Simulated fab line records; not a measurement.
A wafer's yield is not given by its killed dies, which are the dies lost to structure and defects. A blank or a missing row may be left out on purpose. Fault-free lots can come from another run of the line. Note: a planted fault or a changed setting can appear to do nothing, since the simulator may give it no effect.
Which tool was responsible? -- flow sky130 -- 12 lots, 34 wafers sampled, at 4 steps of a route of 708

== WHAT THE GAUGES READ, wafer by wafer ==
SKY_LDD_HVP_TW_MEAS_10.
lot,measured,on,LDD_HVP_TW
L103,day 24 00:37,film-metro-04,446 443 441
L105,day 24 00:54,film-metro-03,449 450 449
L107,day 24 04:28,film-metro-03,449 450 448
L106,day 24 05:08,film-metro-02,465 465 465
L108,day 24 06:03,film-metro-04,445 442 446
L110,day 24 19:16,film-metro-04,443 443 443
L109,day 24 20:05,film-metro-03,448 449 448
L112,day 25 12:32,film-metro-02,465 467 465
L113,day 25 16:32,film-metro-03,451 453 453
L119,day 28 05:14,film-metro-04,449 448
L121,day 28 16:03,film-metro-03,454 453
L123,day 29 08:18,film-metro-02,460 463 460

SKY_SD_N_CD_MEAS_07: target cd 380 nm.
lot,measured,on,cd-nm (nm)
L103,day 30 03:41,cd-sem-02,383.1 385.9 381.8
L105,day 30 03:58,cd-sem-02,383.1 380.4 380.5
L107,day 30 06:19,cd-sem-01,382.3 380.1 382.5
L106,day 30 08:05,cd-sem-02,380.3 379.7 381.3
L108,day 30 07:31,cd-sem-01,379.6 380.3 381.3
L110,day 30 20:25,cd-sem-01,376.8 377.5 379.6
L109,day 30 20:44,cd-sem-01,380.0 382.9 380.6
L112,day 31 13:04,cd-sem-02,377.6 377.7 378.6
L113,day 31 19:29,cd-sem-02,380.0 379.5 380.7
L119,day 34 00:28,cd-sem-01,384.7 379.7
L121,day 34 11:50,cd-sem-02,379.6 377.6
L123,day 35 01:52,cd-sem-01,375.4 374.3 371.3

SKY_LI_CONTACT_THK_MEAS_01.
lot,measured,on,LI_CONTACT_HDPCVD_THK (nm)
L103,day 30 05:05,film-metro-03,939 937 938
L105,day 30 05:17,film-metro-03,934 924 923
L107,day 30 07:38,film-metro-03,933 939 930
L106,day 30 09:23,film-metro-03,935 927 931
L108,day 30 08:55,film-metro-02,921 923 923
L110,day 30 21:46,film-metro-02,933 931 928
L109,day 30 22:02,film-metro-03,938 930 923
L112,day 31 14:22,film-metro-01,935 932 932
L113,day 31 20:47,film-metro-02,934 936 929
L119,day 34 01:46,film-metro-03,1409 925
L121,day 34 13:08,film-metro-02,1413 926
L123,day 35 03:11,film-metro-03,939 929 939

== WHAT TOOL EACH LOT RAN ON (gives the tool, then ch and the chambers of the sampled wafers, and finally the start) ==
lot,SKY_LI_CONTACT_HDPCVD_00
L103,"hdpcvd-01 ch 0,1, day 30 04:52"
L105,"hdpcvd-01 ch 0,1, day 30 05:10"
L107,"hdpcvd-02 ch 0,1, day 30 07:31"
L106,"hdpcvd-02 ch 0,2, day 30 09:16"
L108,"hdpcvd-01 ch 0,2, day 30 08:46"
L110,"hdpcvd-01 ch 1,2, day 30 21:37"
L109,"hdpcvd-02 ch 0,1,2, day 30 21:55"
L112,"hdpcvd-02 ch 0,2, day 31 14:16"
L113,"hdpcvd-01 ch 0,2, day 31 20:40"
L119,"hdpcvd-02 ch 2, day 34 01:38"
L121,"hdpcvd-02 ch 1, day 34 13:01"
L123,"hdpcvd-01 ch 0,1,2, day 35 03:04"
- SKY_LI_CONTACT_HDPCVD_00: deposits PSG, target thk 930 nm, time 155 s.

== WHAT THE TOOLS THEMSELVES READ (means of the sampled wafers that have a number; where no wafer has one, the mark that the record gives instead) ==
SKY_LI_CONTACT_HDPCVD_00.
lot,tool,run-length-s (s),susceptor-temp-C (C)
L103,hdpcvd-01,183.0,599.83
L105,hdpcvd-01,182.9,600.07
L107,hdpcvd-02,182.5,599.96
L106,hdpcvd-02,182.6,599.81
L108,hdpcvd-01,183.0,599.74
L110,hdpcvd-01,182.8,599.90
L109,hdpcvd-02,183.2,600.09
L112,hdpcvd-02,182.9,599.92
L113,hdpcvd-01,183.3,600.02
L119,hdpcvd-02,224.2,599.85
L121,hdpcvd-02,223.4,599.77
L123,hdpcvd-01,182.7,600.24

== THE ANSWER, worked out from the rows above alone ==
Rule: what is usual is taken from the lots themselves. Put in order of their means at a reading, lots are off if they are a third of the lots or fewer, leave a main group of 4 or more, and stand apart from it by a gap of 3 or more times the standard deviation of the main group's means; of several such gaps the widest counts. A main group whose means are all the same, to the digits that the tables above print for the reading, isn't used. A lot without any number at a reading at which 4 lots or more have one is off too. Any other lot the step has rows for is counted as sound. Order of review: gauges by route order, followed by the tools' own readings, for which a lot's mean as printed above is used. At the first step where some lot is off, the reading lying furthest off is the one used; lots without a number count as furthest.
Off: L119, L121, seen at SKY_LI_CONTACT_THK_MEAS_01 (LI_CONTACT_HDPCVD_THK). Main group: mean 932 nm, sd 4.2.
A tool fits if, at a process step before that reading, it ran every lot that is off, and no sound lot after the first of them. The gauges at SKY_LI_CONTACT_THK_MEAS_01 aren't tried: what is off there is off at SKY_LI_CONTACT_HDPCVD_00 too, on other tools, and a gauge's error can't cause that. One candidate fits, namely hdpcvd-02 at SKY_LI_CONTACT_HDPCVD_00. A fault onset in the window from L112 (day 31 14:16, its last sound lot) to L119 (day 34 01:38, its first lot off) fits.
On the lots that are off, the tool's own readings at SKY_LI_CONTACT_HDPCVD_00 differ by more than 5 times the standard deviation of the sound lots' means, which bears it out; run-length-s reads 223.8 s there versus 182.9 s on the sound lots.

== WHAT THE SIMULATOR PUT IN ==
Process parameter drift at SKY_LI_CONTACT_HDPCVD_00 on hdpcvd-02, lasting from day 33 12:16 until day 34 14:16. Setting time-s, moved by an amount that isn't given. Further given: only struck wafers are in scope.
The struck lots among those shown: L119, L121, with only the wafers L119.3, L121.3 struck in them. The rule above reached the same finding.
